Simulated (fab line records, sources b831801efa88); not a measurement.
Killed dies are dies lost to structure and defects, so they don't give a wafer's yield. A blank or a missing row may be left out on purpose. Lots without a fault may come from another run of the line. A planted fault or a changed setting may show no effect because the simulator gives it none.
Chamber matching | flow gf180mcu | GF_V5_CMP_26 on cmp-01: 4 sister chambers
The step polishes, stops on SiO2, t overpolish 15 s, target thk 0 nm. 8 wafers are shown with their chamber, then 8 later ones without.

WAFERS WITH THEIR CHAMBER
wafer  | chamber | motor_current_A (A) | time_to_endpoint_s (s)
L470.5 | 2       | 9.5                 | 87.2
L476.1 | 1       | 9.2                 | 90.3
L476.2 | 2       | 9.5                 | 86.2
L476.5 | 1       | 9.1                 | 86.9
L478.1 | 0       | 12.7                | 90.2
L478.4 | 3       | 10.8                | 90.9
L478.6 | 0       | 13.4                | 88.4
L480.2 | 3       | 10.4                | 90.9

WAFERS WITHOUT THEIR CHAMBER
wafer  | motor_current_A (A) | time_to_endpoint_s (s)
L480.4 | 9.1                 | 87.3
L480.6 | 9.9                 | 91.9
L481.1 | 8.9                 | 86.6
L481.3 | 9.4                 | 89.6
L481.4 | 12.6                | 84.5
L482.1 | 9.0                 | 87.7
L482.2 | 10.5                | 88.8
L482.5 | 9.5                 | 87.2

WHICH CHAMBER EACH WENT THROUGH
wafer  | from the rows above          | in truth
L480.4 | can't be placed: 1 or 2      | 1
L480.6 | can't be placed: 3 or 1 or 2 | 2
L481.1 | can't be placed: 1 or 2      | 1
L481.3 | can't be placed: 1 or 2      | 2
L481.4 | 0                            | 0
L482.1 | can't be placed: 1 or 2      | 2
L482.2 | 3                            | 3
L482.5 | can't be placed: 2 or 1      | 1
Placed correctly: 2 of 8. Can't be placed from these rows: 6 (the true chamber is among the candidates in 6). Placed wrongly: 0.
How it was worked out, from the rows above alone: a wafer's distance from a chamber is the root of the sum, over the readings, of the square of ((its reading less the chamber's mean) divided by the reading's scatter). The wafer belongs to the nearest chamber; if the next one is less than 2 further off, it can't be placed. A chamber's mean is the mean of its shown wafers. The scatter: the root of (the sum of the squares of (reading less its chamber's mean) over the shown wafers, divided by (wafers less chambers)).
